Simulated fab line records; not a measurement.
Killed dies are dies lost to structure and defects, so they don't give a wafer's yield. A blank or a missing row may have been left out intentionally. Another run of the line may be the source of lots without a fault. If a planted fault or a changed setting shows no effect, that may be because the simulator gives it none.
Which tool is to blame? ; flow gf180mcu ; 12 lots with 36 wafers sampled at 6 steps, on a route of 602 steps

## WHAT THE GAUGES READ, wafer by wafer
GF_V4_THK_MEAS_03. Usual: V4_CVD_02_THK typically reads 847 nm, with standard deviation 13.
lot;measured;on;V4_CVD_02_THK (nm);flag
L144;day 24 00:42;film metro-03;826 852 851;
L142;day 24 02:34;film metro-01;818 835 850;
L143;day 24 04:25;film metro-02;846 833 844;
L141;day 24 06:38;film metro-01;855 860 854;
L145;day 24 09:02;film metro-02;842 844 852;
L146;day 24 11:21;film metro-02;842 854 843;
L149;day 25 07:07;film metro-03;846 832 856;
L153;day 26 15:14;film metro-01;854 803 808;
L158;day 28 09:40;film metro-02;848 850 841;
L159;day 28 23:21;film metro-02;835 850 857;
L160;day 29 02:29;film metro-01;844 819 846;
L164;day 30 08:37;film metro-03;847 857 855;

GF_V4_OVL_MEAS_15. Usual: V4_OVL typically reads 2 nm, with standard deviation 5.2.
lot;measured;on;V4_OVL (nm);flag
L144;day 24 23:09;overlay-01;4 0 -5;
L142;day 25 01:33;overlay-01;3 -10 -5;
L143;day 25 02:16;overlay-01;-1 -7 0;
L141;day 25 05:48;overlay-01;7 -2 -9;
L145;day 25 07:54;overlay-01;-1 -2 -5;
L146;day 25 09:58;overlay-02;-2 8 3;
L149;day 26 05:30;overlay-01;-6 1 0;
L153;day 27 13:55;overlay-02;9 7 -1;
L158;day 29 07:22;overlay-02;3 7 6;
L159;day 29 19:51;overlay-02;10 4 4;
L160;day 29 23:45;overlay-01;-1 9 3;
L164;day 31 02:10;overlay-02;4 10 9;

## WHAT TOOL EACH LOT RAN ON (gives the tool, then ch and the chambers of the sampled wafers, and finally the start)
lot;GF_V3_CVD_02;GF_M4_SPUTTER_01;GF_V4_CVD_02;GF_V4_CMP_04
L144;pecvd-03 ch 1,2, day 22 00:31;pvd sputter-04, day 23 01:02;pecvd-02 ch 1,2, day 24 00:38;cmp-02 ch 0,1,3, day 24 00:52
L142;pecvd-04 ch 0,2, day 22 03:05;pvd sputter-03, day 23 03:20;pecvd-01 ch 0,1,2, day 24 02:29;cmp-02 ch 1,2,3, day 24 02:40
L143;pecvd-02 ch 0,1, day 22 04:37;pvd sputter-04, day 23 05:05;pecvd-02 ch 0,1, day 24 04:20;cmp-01 ch 0,2, day 24 04:31
L141;pecvd-04 ch 1,2, day 22 06:05;pvd sputter-04, day 23 07:11;pecvd-04 ch 1,2, day 24 06:34;cmp-01 ch 0,1,2, day 24 06:44
L145;pecvd-02 ch 1,2, day 22 09:24;pvd sputter-02, day 23 09:53;pecvd-04 ch 1,2, day 24 08:58;cmp-02 ch 0,2,3, day 24 09:06
L146;pecvd-03 ch 0,2, day 22 11:08;pvd sputter-04, day 23 11:48;pecvd-02 ch 1,2, day 24 11:16;cmp-02 ch 1,2,3, day 24 11:29
L149;pecvd-03 ch 0,1,2, day 23 06:59;pvd sputter-02, day 24 07:46;pecvd-02 ch 1,2, day 25 07:02;cmp-02 ch 1,3, day 25 07:14
L153;pecvd-03 ch 0,1,2, day 24 16:31;pvd sputter-04, day 25 16:57;pecvd-02 ch 0,1,2, day 26 15:11;cmp-02 ch 1,2,3, day 26 15:38
L158;pecvd-04 ch 1,2, day 26 11:12;pvd sputter-03, day 27 10:43;pecvd-04 ch 0,2, day 28 09:35;cmp-01 ch 0,1,3, day 28 09:46
L159;pecvd-02 ch 0,1,2, day 27 00:49;pvd sputter-04, day 28 01:29;pecvd-01 ch 0,2, day 28 23:17;cmp-01 ch 0,1,3, day 28 23:25
L160;pecvd-04 ch 0,2, day 27 04:10;pvd sputter-03, day 28 04:17;pecvd-01 ch 0,1, day 29 02:25;cmp-01 ch 1,2,3, day 29 02:47
L164;pecvd-02 ch 0,1, day 28 12:18;pvd sputter-03, day 29 11:59;pecvd-01 ch 1,2, day 30 08:32;cmp-01 ch 0,3, day 30 08:43
- GF_V3_CVD_02: deposits SiO2 from TEOS, target thk 850 nm, time 94.851 s.
- GF_M4_SPUTTER_01: material TiN, target thk 30 nm, time 25 s.
- GF_V4_CVD_02: deposits SiO2 from TEOS, target thk 850 nm, time 94.851 s.
- GF_V4_CMP_04: polishes SiO2.

## WHAT THE TOOLS THEMSELVES READ (means of the sampled wafers that have a number; where no wafer has one, the mark that the record gives instead)
GF_V3_CVD_02. Usual: heater power w 665 W, standard deviation 130.
lot;tool;heater power w (W);flag
L144;pecvd-03;631;
L142;pecvd-04;624;
L143;pecvd-02;727;
L141;pecvd-04;648;
L145;pecvd-02;759;
L146;pecvd-03;673;
L149;pecvd-03;696;
L153;pecvd-03;643;
L158;pecvd-04;663;
L159;pecvd-02;692;
L160;pecvd-04;601;
L164;pecvd-02;659;

GF_M4_SPUTTER_01. Usual: throttle valve pct 30.5 %, standard deviation 1.3.
lot;tool;throttle valve pct (%);flag
L144;pvd sputter-04;30.7;
L142;pvd sputter-03;31.8;
L143;pvd sputter-04;31.1;
L141;pvd sputter-04;31.1;
L145;pvd sputter-02;30.0;
L146;pvd sputter-04;31.3;
L149;pvd sputter-02;29.6;
L153;pvd sputter-04;31.3;
L158;pvd sputter-03;30.5;
L159;pvd sputter-04;30.2;
L160;pvd sputter-03;30.6;
L164;pvd sputter-03;30.6;

GF_V4_CVD_02. Usual: heater power w 672 W, standard deviation 97.
lot;tool;heater power w (W);flag
L144;pecvd-02;775;
L142;pecvd-01;654;
L143;pecvd-02;728;
L141;pecvd-04;667;
L145;pecvd-04;706;
L146;pecvd-02;756;
L149;pecvd-02;748;
L153;pecvd-02;637;
L158;pecvd-04;615;
L159;pecvd-01;644;
L160;pecvd-01;544;
L164;pecvd-01;748;

GF_V4_CMP_04. Usual: head pressure psi 3.999 psi, standard deviation 0.0085; motor current A 12.3 A, standard deviation 1.1; slurry flow ml min 150.0, standard deviation 0.48; time to endpoint s 78 s, standard deviation 6.5.
lot;tool;head pressure psi (psi);motor current A (A);slurry flow ml min;time to endpoint s (s);flag
L144;cmp-02;4.004;12.9;150.4;76;
L142;cmp-02;4.002;12.8;150.4;70;
L143;cmp-01;4.004;12.3;150.0;78;
L141;cmp-01;3.994;12.0;149.8;86;
L145;cmp-02;3.998;12.6;149.7;74;
L146;cmp-02;4.000;12.8;149.5;72;
L149;cmp-02;3.997;13.9;150.1;73;
L153;cmp-02;4.000;13.5;149.3;66;
L158;cmp-01;4.002;12.1;149.9;78;
L159;cmp-01;4.002;12.4;150.1;81;
L160;cmp-01;4.005;12.0;150.0;76;
L164;cmp-01;4.006;11.7;150.1;88;

## THE ANSWER, worked out from the rows above alone
Rule: a lot counts as off when the mean over its wafers that have a number is more than 3 standard deviations away from the usual mean. Also off: a lot with no number at a reading for which 4 or more lots have one. Any other lot the step has rows for is counted as sound. Order of review: gauges by route order, followed by the tools' own readings, for which a lot's mean as printed above is used. At the first step where some lot is off, the reading lying furthest off is the one used; lots without a number count as furthest.
None of the lots is off at any reading shown; this tells nothing.

## WHAT THE SIMULATOR PUT IN
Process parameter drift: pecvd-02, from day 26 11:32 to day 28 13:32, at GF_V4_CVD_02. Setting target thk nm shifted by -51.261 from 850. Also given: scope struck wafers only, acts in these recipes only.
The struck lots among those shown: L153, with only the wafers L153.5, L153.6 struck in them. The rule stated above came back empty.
